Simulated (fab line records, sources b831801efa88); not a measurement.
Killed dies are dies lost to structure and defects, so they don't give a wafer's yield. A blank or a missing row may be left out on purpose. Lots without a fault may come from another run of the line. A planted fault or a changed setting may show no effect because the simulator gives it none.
A struck lot beside a sound one | flow sfq_line | 24 steps out of a route of 325
Sound: wafers L307.2, L307.5, L307.6. Struck: wafers L309.1, L309.2, L309.5. The cause comes at the end.
At each step with rows: each side's tool, then ch and its chambers, then its first start. Under that, the readings that differ: sound wafers | struck wafers | difference of the means | sigmas: that difference in standard deviations of wafers without a fault.
alike: readings whose means differ by less than 2 such deviations, and words and numbers that are the same on both sides. not compared: withheld readings, readings that some wafer has no value for, bounds like >300 that may hide the same value, and numbers for which the record gives no deviation and whose values overlap.
The two part at a step that has a row with sigmas, a row that says differs or no value, or rows on one side only. Numbers that don't overlap but have no deviation are shown without sigmas and don't part them. A reading that every wafer of one side lacks parts them only if that side has two wafers or more.

first, 6 steps without rows for these wafers: SFQ_TRILAYER_I1_VIA_LITHO_COAT_054 (resist thk 62 nm); SFQ_TRILAYER_I1_VIA_LITHO_COAT_049 (resist thk 650 nm); SFQ_TRILAYER_I1_VIA_LITHO_SOFTBAKE_053; SFQ_TRILAYER_I1_VIA_LITHO_EXPOSE_050 (exposes mask I1, target cd 500 nm); SFQ_TRILAYER_I1_VIA_LITHO_PEB_052 (peb time 60 s); SFQ_TRILAYER_I1_VIA_LITHO_DEVELOP_051 (time 60 s).
SFQ_I1_OVL_MEAS_913:
  sound on overlay-02, day 32 21:44; struck on overlay-01, day 34 08:34
  alike: I1_OVL
SFQ_TRILAYER_I1_VIA_BARC_OPEN_VIA_ETCH_071: etches BARC in O2, target depth 125 nm, time 41.7 s.
  sound on rie_diel-02 ch 1,2,3, day 32 21:46; struck on rie_diel-02 ch 1,2, day 34 08:36
  alike: drypump_motor_current_A, oes_product_au
  not compared: rf_hours_counter_h
SFQ_TRILAYER_I1_VIA_ETCH_VIA_ETCH_052: etches SiO2 in CHF3, stops on Nb, target depth 260 nm.
  sound on rie_diel-02 ch 1,2,3, day 32 21:49; struck on rie_diel-02 ch 1,2, day 34 08:38
  alike: drypump_motor_current_A, oes_product_au
SFQ_TRILAYER_I1_VIA_STRIP_STRIP_053: strips in O2.
  sound on rie_metal-01 ch 0, day 32 22:07; struck on rie_metal-01 ch 0,1, day 34 08:45
  alike: drypump_motor_current_A, oes_product_au
  not compared: rf_hours_counter_h
then, 2 steps without rows for these wafers: SFQ_TRILAYER_I1_VIA_STRIP_SOLV_CLEAN_054 (cleans in NMP, time 600 s); SFQ_TRILAYER_M2_DEP_PRE_CLEAN_056 (time 22.5 s).
SFQ_TRILAYER_M2_DEP_SPUTTER_055: material Nb, target thk 200 nm, time 133.3 s.
  sound on pvd_sputter-04, day 32 23:19; struck on pvd_sputter-03, day 34 09:49
  alike: throttle_valve_pct
SFQ_M2_RS_MEAS_914: measures by four-point-probe.
  sound on film_metro-02, day 32 23:26; struck on film_metro-01, day 34 09:55
  reading           | sound             | struck            | difference | sigmas
  M2_NB_RS (ohm/sq) | 0.905 0.893 0.901 | 0.444 0.440 0.441 | -0.458     | -63
then, 6 steps without rows for these wafers: SFQ_TRILAYER_M2_LITHO_COAT_062 (resist thk 62 nm); SFQ_TRILAYER_M2_LITHO_COAT_057 (resist thk 600 nm); SFQ_TRILAYER_M2_LITHO_SOFTBAKE_061; SFQ_TRILAYER_M2_LITHO_EXPOSE_058 (exposes mask M2, target cd 500 nm); SFQ_TRILAYER_M2_LITHO_PEB_060 (peb time 60 s); SFQ_TRILAYER_M2_LITHO_DEVELOP_059 (time 60 s).
-- the record jumps here: 6 days lie between the struck wafers' starts before and after --
SFQ_M2_OVL_MEAS_916:
  sound on overlay-02, day 39 01:16; struck on overlay-01, day 40 02:04
  alike: M2_OVL
SFQ_TRILAYER_M2_BARC_OPEN_METAL_ETCH_077: etches BARC in O2, target depth 125 nm, time 41.7 s.
  sound on rie_metal-03 ch 0,1, day 39 01:18; struck on rie_metal-03 ch 0,1, day 40 02:06
  alike: drypump_motor_current_A, oes_product_au
  not compared: rf_hours_counter_h
SFQ_TRILAYER_M2_ETCH_METAL_ETCH_060: etches Nb in Cl2/Ar, stops on SiO2, target depth 240 nm, time 120 s.
  sound on rie_metal-03 ch 0,1, day 39 01:21; struck on rie_metal-03 ch 0,1, day 40 02:10
  reading                        | sound             | struck            | difference | sigmas
  oes_product_au (a.u.)          | 0.886 0.896 0.890 | 0.998 0.996 1.002 | +0.108     | +18
  model.etch.depth_nm (nm)       | 197 199.1 197.9   | 240 236.3 241     | +41        |
  model.M2.feature_depth_nm (nm) | 197 199.1 197.9   | 240 236.3 241     | +41        |
  alike: drypump_motor_current_A
  not compared: rf_hours_counter_h
SFQ_TRILAYER_M2_STRIP_STRIP_061: strips in O2.
  sound on rie_metal-03 ch 0,1, day 39 01:29; struck on rie_metal-03 ch 0,1, day 40 02:17
  alike: drypump_motor_current_A, oes_product_au
  not compared: rf_hours_counter_h

WHERE THEY PART
First at SFQ_M2_RS_MEAS_914; last, within this record, at SFQ_TRILAYER_M2_ETCH_METAL_ETCH_060. Later steps at which nothing parts them and some readings are alike: SFQ_TRILAYER_M2_STRIP_STRIP_061.

WHY: what the simulator had put in
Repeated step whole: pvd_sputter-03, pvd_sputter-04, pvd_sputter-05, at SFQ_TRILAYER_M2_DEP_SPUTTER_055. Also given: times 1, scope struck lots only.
